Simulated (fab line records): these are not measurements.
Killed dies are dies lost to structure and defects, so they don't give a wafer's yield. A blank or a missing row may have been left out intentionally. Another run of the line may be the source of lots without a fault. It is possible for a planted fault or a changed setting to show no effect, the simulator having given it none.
8D (eight disciplines) problem report, filled in by code + flow sky130 + the parts of the form that need people (team, actions taken, sign-off) are left out

1. PROBLEM STATEMENT
At SKY_VIA2_ETCH_15, oesProductAu averages 0.377 a.u. over 9 wafers from 3 lots, while fault-free wafers read 0.940 a.u., standard deviation 0.0048. That is -99 or more standard deviations from the usual mean.
The step: etches SiO2 in C4F8/O2/Ar, stops on TiN, target depth 546 nm, time 84 s.
First observed at day 41 07:07: wafer L685.1, on rieDiel-04. The record has a number at this step for 45 wafers belonging to 15 lots. By rule, "out" or "out of limits" means more than 4 standard deviations away from the usual mean. The rest of the wafers with a number are treated as sound.

2. WHAT IT IS, WHAT IT ISN'T
| question                    | is                     | is not                                                                                             |
|-----------------------------|------------------------|----------------------------------------------------------------------------------------------------|
| which readings at this step | oesProductAu           | chamberPressureMTorr                                                                               |
| which lots                  | L685, L686, L687       | L672, L673, L675, L681, L683, L684, L688, L689, L691, L692, L693, L694                             |
| which wafers of those lots  | all that have a number | -                                                                                                  |
| read on which tools         | rieDiel-04             | rieDiel-01, rieDiel-02                                                                             |
| when                        | from day 41 07:07      | up to then (18 sound wafers); but 18 sound wafers of L688, L689, L691, L692, L693, L694 came after |

3. SUSPECTS, AND WHAT RULES EACH OUT
Counting: a tool stays on the suspect list if, at a process step up to the reading, it processed all lots that are out and no sound lot following the first of them.
- rieDiel-04 at SKY_VIA2_ETCH_14 (etches BARC in N2/H2, stops on SiO2, time 45.9 s, target depth 60 nm): kept. Every lot that is out went through it, starting with L685 (day 41 07:04), and after that it ran no sound lot; the last sound lot it ran before then is L681 (day 40 04:40).
- rieDiel-04 at SKY_VIA2_ETCH_15 (etches SiO2 in C4F8/O2/Ar, stops on TiN, target depth 546 nm, time 84 s): kept. Every lot that is out went through it, starting with L685 (day 41 07:07), and after that it ran no sound lot; the last sound lot it ran before then is L681 (day 40 04:43). On those wafers its own readings are out: oesProductAu.
The count leaves rieDiel-04 at SKY_VIA2_ETCH_15 and rieDiel-04 at SKY_VIA2_ETCH_14.

4. THE CAUSE (what the simulator had put in)
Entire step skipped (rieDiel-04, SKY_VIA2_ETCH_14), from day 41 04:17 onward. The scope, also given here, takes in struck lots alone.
2 suspects survive the count, and this tool is in that group.

5. SEQUENCE OF EFFECTS, ordered by route
Each row: a reading where the mean over the struck wafers with a number is more than 3 standard deviations away from the usual. Scope: only readings with a usual standard deviation given in the record; hours: median across lots of the time from each lot's start at the first step in this table that gives one to its start at this step; sigmas: change in usual standard deviations.
| hours | step              | reading              | usual      | on struck wafers | change | sigmas      |
|-------|-------------------|----------------------|------------|------------------|--------|-------------|
| 0     | SKY_VIA2_ETCH_15  | oesProductAu         | 0.940 a.u. | 0.377            | -0.563 | -99 or more |
| 0     | SKY_VIA2_STRIP_16 | oesProductAu         | 0.397 a.u. | 0.417            | +0.020 | +4.1        |
| 0     | SKY_VIA2_STRIP_16 | stripTimeToEndpointS | 4.050 s    | 4.496            | +0.446 | +23         |
It contains these process steps:
- SKY_VIA2_ETCH_15: etches SiO2 in C4F8/O2/Ar, stops on TiN, target depth 546 nm, time 84 s.
- SKY_VIA2_STRIP_16: strips in O2/N2.
Readings that are blank on the struck wafers while sound wafers have them: biasW at SKY_VIA2_ETCH_14; chamberPressureMTorr at SKY_VIA2_ETCH_14; drypumpMotorCurrentA at SKY_VIA2_ETCH_14; oesProductAu at SKY_VIA2_ETCH_14; throttleValvePct at SKY_VIA2_ETCH_14.

6. HOW IT WOULD HAVE BEEN CAUGHT EARLIER
In this record no reading fell out of limits until day 41 07:07, 3 hours after the fault had begun at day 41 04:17.
At SKY_VIA2_ETCH_14 the tool's readings are blank on the struck wafers, where sound wafers have them: an empty tool record is the first sign, and it was there at once.
Of the lots that are out (3), L686, L687 began SKY_VIA2_ETCH_14 on rieDiel-04 after day 41 07:07. A hold on the tool at that time would have spared those 2.
